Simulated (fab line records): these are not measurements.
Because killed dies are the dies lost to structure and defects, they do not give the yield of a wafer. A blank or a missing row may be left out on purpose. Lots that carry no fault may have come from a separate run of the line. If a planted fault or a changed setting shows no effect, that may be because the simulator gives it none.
fab line records ; flow sky130
record: lots: 7; wafers: 21; lastDay: 50
route steps=708 shown VT_ADJUST_PCH@151 SONOS_TUNNEL@154
lots with no fault: from the same line, run without faults
startH: hours from the record's first day to the start of the lot's first wafer shown ; waitH: hours from the lot's prior step to this one ; " as in the row above ; L1.1+2: a single row standing in for several wafers ; - value missing, or start not given ; * or withheld: withheld ; < > ~ a bound
route shown NAME@n: names a module that has steps shown in the file, with the first one's number in the route ; usual: the fault-free wafers' mean and standard deviation ; same: alike in all rows ; chamber/n: place in a boat ; sites: readings site by site ; _std_site: the standard deviation of these ; _edge_site: the outer-site mean with the inner-site mean subtracted ; radiusMm: how far each site lies from the wafer's centre ; mask NAME#n: copy n ; behind: the most recent tool/chamber to have shaped the wafer ; hold: why the lot went on hold/how many hours it stayed there/how the hold came to an end ; device: transistor that didn't switch, given as n, p or np ; end of line: the same wafers' tests at the end of the route ; step lacking rows: just its recipe ; killed: not the wafer's yield, but the dies lost to structure and defects at the first sort ; map: a wafer's dies, marking killed ones x, the rest . and places with no die _
set.NAME: the setting the step ran with; set.NAME@STEP: the setting that earlier step ran with ; model.NAME: the simulator's own value behind a step, which no gauge read
a table for each step, a row for each wafer; lots at some steps of the route
services: when a tool's chamber went out of use (startH, in hours from the record's first day, below 0 if earlier), for how many hours, and the reason
== steps ==
step: SKY_VT_ADJUST_PCH_IMPLANT_08
recipe: species: B; energyKev: 10; doseCm2: 5e+11; tiltDeg: withheld
step: SKY_VT_ADJUST_PCH_STRIP_09
recipe: chemistry: O2/N2; powerW: 1400; pressureMtorr: 1500; platenTempC: withheld; o2FlowSccm: 3000; n2FlowSccm: 300; overashFraction: 0.5
usual: drypumpMotorCurrentA: 5.60/0.27; oesProductAu: 0.722/0.0044; stripTimeToEndpointS: 36.89/0.099
lot.wafer;tool;chamber;startH;waitH;drypumpMotorCurrentA;oesProductAu;rfHoursCounterH;stripTimeToEndpointS
L685.1;plasmaAsher-02;1;225.52;0.1;5.22;0.720;51;37.00
L685.5;plasmaAsher-02;1;225.52;0.1;5.19;0.720;-;37.00
L685.6;plasmaAsher-02;0;225.52;0.1;5.76;0.726;-;36.91
L689.2;plasmaAsher-02;0;257.15;0.1;5.79;0.719;55;36.70
L689.3;plasmaAsher-02;0;257.15;0.1;5.78;0.716;-;36.77
L689.5;plasmaAsher-02;0;257.15;0.1;5.78;0.720;-;36.78
L697.3;plasmaAsher-03;1;316.60;0.1;5.70;0.721;-;36.99
L697.4;plasmaAsher-03;0;316.60;0.1;5.26;0.718;-;37.00
L697.6;plasmaAsher-03;0;316.60;0.1;5.28;0.718;-;36.94
L698.3;plasmaAsher-02;1;326.90;0.1;5.23;0.722;-;36.65
L698.5;plasmaAsher-02;0;326.90;0.1;5.76;0.717;-;36.63
L698.6;plasmaAsher-02;1;326.90;0.1;5.22;0.719;-;36.75
L706.1;plasmaAsher-02;0;378.87;0.1;5.75;0.728;66;36.98
L706.3;plasmaAsher-02;1;378.87;0.1;5.28;0.726;-;37.07
L706.6;plasmaAsher-02;1;378.87;0.1;5.26;0.720;-;37.02
L705.2;plasmaAsher-04;0;382.95;0.1;5.65;0.719;73;36.81
L705.3;plasmaAsher-04;1;382.95;0.1;5.93;0.728;-;36.86
L705.4;plasmaAsher-04;0;382.95;0.1;5.65;0.723;-;36.89
L707.1;plasmaAsher-03;0;389.57;0.1;5.28;0.726;55;36.93
L707.2;plasmaAsher-03;1;389.57;0.1;5.80;0.720;55;37.03
L707.5;plasmaAsher-03;0;389.57;0.1;5.27;0.725;-;36.92
step: SKY_VT_ADJUST_PCH_TW_MEAS_10
usual: VT_ADJUST_PCH_TW: 142.6/1.3
lot.wafer;tool;chamber;startH;waitH;VT_ADJUST_PCH_TW
L685.1;filmMetro-01;-;225.62;0.1;143.5
L685.5;filmMetro-01;-;225.62;0.1;143.9
L685.6;filmMetro-01;-;225.62;0.1;144.7
L689.2;filmMetro-03;-;257.26;0.1;143.5
L689.3;filmMetro-03;-;257.26;0.1;143.7
L689.5;filmMetro-03;-;257.26;0.1;143.5
L697.3;filmMetro-01;-;316.69;0.1;143.4
L697.4;filmMetro-01;-;316.69;0.1;143.6
L697.6;filmMetro-01;-;316.69;0.1;144.1
L698.3;filmMetro-01;-;326.99;0.1;143.3
L698.5;filmMetro-01;-;326.99;0.1;143.1
L698.6;filmMetro-01;-;326.99;0.1;143.7
L706.1;filmMetro-04;-;378.97;0.1;141.2
L706.3;filmMetro-04;-;378.97;0.1;142.6
L706.6;filmMetro-04;-;378.97;0.1;140.9
L705.2;filmMetro-04;-;383.06;0.1;142.2
L705.3;filmMetro-04;-;383.06;0.1;142.5
L705.4;filmMetro-04;-;383.06;0.1;141.4
L707.1;filmMetro-01;-;389.67;0.1;144.1
L707.2;filmMetro-01;-;389.67;0.1;143.7
L707.5;filmMetro-01;-;389.67;0.1;144.4
step: SKY_SONOS_TUNNEL_DEHYDRATE_00
recipe: tempC: 200; timeS: 60
step: SKY_SONOS_TUNNEL_HMDS_01
recipe: primeTimeS: 60; primeTempC: 120
step: SKY_SONOS_TUNNEL_COAT_02
recipe: resist: NOVOLAK; spinRpm: 3000; resistThkNm: 1140
step: SKY_SONOS_TUNNEL_SOFTBAKE_03
recipe: tempC: 90; timeS: 60; resist: NOVOLAK
step: SKY_SONOS_TUNNEL_EXPOSE_04
recipe: maskId: TUNM; na: 0.6; sourceShape: conventional; sigmaOuter: 0.6; polarization: unpolarized; targetCdNm: 410; doseMj: 136
step: SKY_SONOS_TUNNEL_PEB_05
recipe: tempC: withheld; timeS: *; resist: NOVOLAK
step: SKY_SONOS_TUNNEL_DEVELOP_06
recipe: resist: NOVOLAK; developer: TMAH; developTimeS: 60; devTempC: 23.47
step: SKY_SONOS_TUNNEL_CD_MEAS_07
recipe: targetCdNm: 410
usual: cdNm: 409.2/2.2
lot.wafer;tool;chamber;startH;waitH;cdNm
L685.1;cdSem-02;-;247.86;0.1;411.0
L685.5;cdSem-02;-;247.86;0.1;411.1
L685.6;cdSem-02;-;247.86;0.1;411.0
L689.2;cdSem-01;-;281.50;0.1;411.0
L689.3;cdSem-01;-;281.50;0.1;412.0
L689.5;cdSem-01;-;281.50;0.1;412.2
L697.3;cdSem-01;-;341.75;0.1;407.3
L697.4;cdSem-01;-;341.75;0.1;406.6
L697.6;cdSem-01;-;341.75;0.1;408.7
L698.3;cdSem-02;-;353.42;0.1;410.3
L698.5;cdSem-02;-;353.42;0.1;411.7
L698.6;cdSem-02;-;353.42;0.1;409.4
L706.1;cdSem-02;-;407.93;0.1;409.0
L706.3;cdSem-02;-;407.93;0.1;409.3
L706.6;cdSem-02;-;407.93;0.1;409.4
L705.2;cdSem-01;-;412.04;0.1;407.4
L705.3;cdSem-01;-;412.04;0.1;405.9
L705.4;cdSem-01;-;412.04;0.1;406.5
L707.1;cdSem-01;-;418.67;0.1;411.7
L707.2;cdSem-01;-;418.67;0.1;411.3
L707.5;cdSem-01;-;418.67;0.1;410.5
step: SKY_SONOS_TUNNEL_OVL_MEAS_08
usual: SONOS_TUNNEL_OVL: 0.1/1.4
lot.wafer;tool;chamber;startH;waitH;SONOS_TUNNEL_OVL[nm]
L685.1;overlay-01;-;247.98;0.1;2.8
L685.5;overlay-01;-;247.98;0.1;0.8
L685.6;overlay-01;-;247.98;0.1;-1.3
L689.2;overlay-01;-;281.61;0.1;1.1
L689.3;overlay-01;-;281.61;0.1;0.6
L689.5;overlay-01;-;281.61;0.1;-0.2
L697.3;overlay-02;-;341.84;0.1;0.0
L697.4;overlay-02;-;341.84;0.1;-1.2
L697.6;overlay-02;-;341.84;0.1;-0.4
L698.3;overlay-02;-;353.51;0.1;3.0
L698.5;overlay-02;-;353.51;0.1;0.9
L698.6;overlay-02;-;353.51;0.1;2.2
L706.1;overlay-02;-;408.05;0.1;-0.8
L706.3;overlay-02;-;408.05;0.1;1.6
L706.6;overlay-02;-;408.05;0.1;-1.9
L705.2;overlay-02;-;412.14;0.1;2.9
L705.3;overlay-02;-;412.14;0.1;1.8
L705.4;overlay-02;-;412.14;0.1;2.2
L707.1;overlay-01;-;418.79;0.1;0.1
L707.2;overlay-01;-;418.79;0.1;1.2
L707.5;overlay-01;-;418.79;0.1;2.1
step: SKY_SONOS_TUNNEL_IMPLANT_09
recipe: species: B; energyKev: 20; doseCm2: 1e+12; tiltDeg: withheld
usual: beamEnergyKeV: 19.999/0.0062; beamOnS: 10.04/0.2
lot.wafer;tool;chamber;startH;waitH;beamEnergyKeV;beamOnS
L685.1;implanter-01;0;248.02;0.0;19.995;9.86
L685.5;implanter-01;0;248.02;0.0;19.988;10.22
L685.6;implanter-01;0;248.02;0.0;19.988;10.15
L689.2;implanter-01;0;281.66;0.0;19.996;9.90
L689.3;implanter-01;0;281.66;0.0;20.002;10.19
L689.5;implanter-01;0;281.66;0.0;19.993;9.66
L697.3;implanter-03;0;341.92;0.1;19.995;10.16
L697.4;implanter-03;0;341.92;0.1;20.002;10.23
L697.6;implanter-03;0;341.92;0.1;20.001;10.05
L698.3;implanter-03;0;353.59;0.1;19.998;10.19
L698.5;implanter-03;0;353.59;0.1;20.010;9.90
L698.6;implanter-03;0;353.59;0.1;20.009;9.84
L706.1;implanter-03;-;408.09;0.0;-;-
L706.3;implanter-03;-;408.09;0.0;-;-
L706.6;implanter-03;-;408.09;0.0;-;-
L705.2;implanter-02;-;412.20;0.0;-;-
L705.3;implanter-02;-;412.20;0.0;-;-
L705.4;implanter-02;-;412.20;0.0;-;-
L707.1;implanter-03;-;418.82;0.0;-;-
L707.2;implanter-03;-;418.82;0.0;-;-
L707.5;implanter-03;-;418.82;0.0;-;-
step: SKY_SONOS_TUNNEL_WET_ETCH_10
recipe: chemistry: dHF; targetDepthNm: 14; target: SiO2; dilution: 100:1; tempC: 25; timeS: 280
step: SKY_SONOS_TUNNEL_STRIP_11
recipe: chemistry: SPM; timeS: 600; tempC: 130
step: SKY_SONOS_TUNNEL_TW_MEAS_12
usual: SONOS_TUNNEL_TW: 196.9/2.4
lot.wafer;tool;chamber;startH;waitH;SONOS_TUNNEL_TW
L685.1;filmMetro-04;-;248.43;0.0;195.3
L685.5;filmMetro-04;-;248.43;0.0;196.5
L685.6;filmMetro-04;-;248.43;0.0;196.1
L689.2;filmMetro-04;-;282.14;0.0;195.0
L689.3;filmMetro-04;-;282.14;0.0;196.0
L689.5;filmMetro-04;-;282.14;0.0;195.7
L697.3;filmMetro-02;-;342.30;0.0;194.4
L697.4;filmMetro-02;-;342.30;0.0;193.9
L697.6;filmMetro-02;-;342.30;0.0;194.8
L698.3;filmMetro-04;-;353.97;0.0;195.3
L698.5;filmMetro-04;-;353.97;0.0;196.0
L698.6;filmMetro-04;-;353.97;0.0;194.1
L706.1;filmMetro-01;-;408.50;0.0;30.6
L706.3;filmMetro-01;-;408.50;0.0;30.4
L706.6;filmMetro-01;-;408.50;0.0;30.4
L705.2;filmMetro-01;-;412.60;0.0;30.5
L705.3;filmMetro-01;-;412.60;0.0;30.5
L705.4;filmMetro-01;-;412.60;0.0;30.5
L707.1;filmMetro-04;-;419.23;0.0;29.7
L707.2;filmMetro-04;-;419.23;0.0;29.7
L707.5;filmMetro-04;-;419.23;0.0;29.6
step: SKY_SONOS_TUNNEL_CLEAN_13
recipe: chemistry: dHF; timeS: 20; dilution: 100:1; dry: ipaMarangoni
== services ==
tool;chamber;startH;hours;kind
implanter-03;-;209.13;2.0;repair
implanter-03;-;227.16;5.1;repair
implanter-03;-;279.13;4.1;repair
plasmaAsher-02;-;284.48;5.2;repair
implanter-03;-;294.46;1.4;repair
implanter-03;-;304.55;4.8;pm
implanter-02;-;310.71;5.7;pm
implanter-02;-;318.65;1.3;repair
implanter-01;-;340.26;11.3;pm
plasmaAsher-03;-;342.79;1.5;repair
plasmaAsher-04;-;349.62;0.7;repair
plasmaAsher-04;-;358.22;2.4;repair
implanter-03;-;379.98;1.7;repair
implanter-01;-;383.85;30.0;repair
== key ==
firstSign: step: SKY_SONOS_TUNNEL_IMPLANT_09; reading: toolRecord; direction: missing
effect: step: SKY_SONOS_TUNNEL_TW_MEAS_12; reading: SONOS_TUNNEL_TW; direction: down; sigmas: 69; usual: 196.9; struck: 30.2
metAt SKY_SONOS_TUNNEL_IMPLANT_09
struckWafers L705.2,L705.3,L705.4,L706.1,L706.3,L706.6,L707.1,L707.2,L707.5
laterRowsLeftOut L705.2,L705.3,L705.4,L706.1,L706.3,L706.6,L707.1,L707.2,L707.5
sortLeftOut L705.2,L705.3,L705.4,L706.1,L706.3,L706.6,L707.1,L707.2,L707.5
testerLeftOut L705,L706,L707
onsetBetween 353.59 408.09
fault: kind: skippedStepWhole; tool: implanter-02,implanter-03; chamber: -; onsetH: 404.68; steps: SKY_SONOS_TUNNEL_IMPLANT_09; scope: struckLotsOnly
testerLeftOut: of these lots the tester's yield and bins aren't shown, on N5 and GAA mostly nor the transistor test; their killed dies are dies lost to structure and defects alone, not to doping, threshold or leakage, so they don't give the yield
sortLeftOut: the simulated sort isn't trusted on such a fault, so these wafers' sort isn't shown, and their yield isn't known
laterRowsLeftOut: the simulator's readings of these wafers behind a module that went badly wrong aren't trusted and aren't shown, but for the sort
